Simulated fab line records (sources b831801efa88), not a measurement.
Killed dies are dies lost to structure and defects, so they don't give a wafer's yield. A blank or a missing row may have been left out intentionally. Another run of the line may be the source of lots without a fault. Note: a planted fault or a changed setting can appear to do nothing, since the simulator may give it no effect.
Problem report, 8D (eight disciplines) form, completed by code || flow gf180mcu || the parts of the form that need people (team, actions taken, sign-off) are left out

## 1. THE PROBLEM
Wafers without a fault read 12.62 s, standard deviation 0.037; stripTimeToEndpointS at GF_VT_IMPLANT_STRIP_20 reads a mean of 11.85 s on 3 wafers belonging to 2 lots. That puts it -21 standard deviations away from the usual mean.
The step: strips in O2/N2.
Earliest sighting: wafer L720.3 on plasmaAsher-02 at day 10 19:05. Wafers with a number at this step in the record: 36, from 12 lots. Rule for "out", or "out of limits": more than 4 standard deviations from the usual mean. The other wafers with a number count as sound.

## 2. WHAT IT IS, WHAT IT ISN'T
{"question": "which readings at this step", "is": "stripTimeToEndpointS", "is not": "drypumpMotorCurrentA, heaterPowerW, oesProductAu"}
{"question": "which lots", "is": "L720, L721", "is not": "L703, L704, L706, L707, L708, L711, L712, L719, L725, L726"}
{"question": "which wafers of those lots", "is": "L720.3, L720.6, L721.3", "is not": "L720.4, L721.2, L721.4"}
{"question": "read on which tools", "is": "plasmaAsher-01, plasmaAsher-02", "is not": "plasmaAsher-04"}
{"question": "when", "is": "from day 10 19:05", "is not": "up to then (25 sound wafers); but 8 sound wafers of L721, L725, L726 came after"}

## 3. THE SUSPECTS, EACH WITH WHAT RULES IT OUT
Counting: any tool at a process step up to the reading remains a suspect provided it ran every lot that is out. Sound lots after the first of them don't rule it out here, since some wafers of a struck lot are sound.
- lithoTrack-02 at GF_VT_IMPLANT_COAT_13 (resist thk 1000 nm): kept. Every lot that is out went through it, the first being L720 (day 10 09:55); the last sound lot it ran before that was L708 (day 7 08:46).
The count leaves lithoTrack-02 at GF_VT_IMPLANT_COAT_13.

## 4. THE CAUSE (what the simulator had put in)
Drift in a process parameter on lithoTrack-02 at GF_VT_IMPLANT_COAT_13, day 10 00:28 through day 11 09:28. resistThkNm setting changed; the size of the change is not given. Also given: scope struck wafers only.
Counting left only this tool.

## 5. THE EFFECT CHAIN, in route order
Each row: a reading where the mean over the struck wafers with a number is more than 3 standard deviations away from the usual. Only readings whose record carries a usual standard deviation are examined. hours: median over the lots of the time between each lot's start at the first step of this table that gives one and its start at this step. sigmas: the change, counted in usual standard deviations.
{"hours": 0, "step": "GF_VT_IMPLANT_STRIP_20", "reading": "stripTimeToEndpointS", "usual": "12.62 s", "on struck wafers": 11.85, "change": -0.77, "sigmas": -21}
Here are the process steps it includes:
- GF_VT_IMPLANT_STRIP_20: strips in O2/N2.
Later measuring or inspecting steps at which every struck wafer that the step has a row for has a number for every such reading, and none has moved that far: GF_VT_IMPLANT_OVL_MEAS_29.

## 6. HOW IT WOULD HAVE BEEN CAUGHT EARLIER
19 hours passed between the start of the fault at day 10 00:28 and the first reading out of limits in this record, taken at day 10 19:05.
By day 10 19:05, every lot that is out (2) had started GF_VT_IMPLANT_COAT_13 on lithoTrack-02. Tool hold at that time: it would have spared none of them.
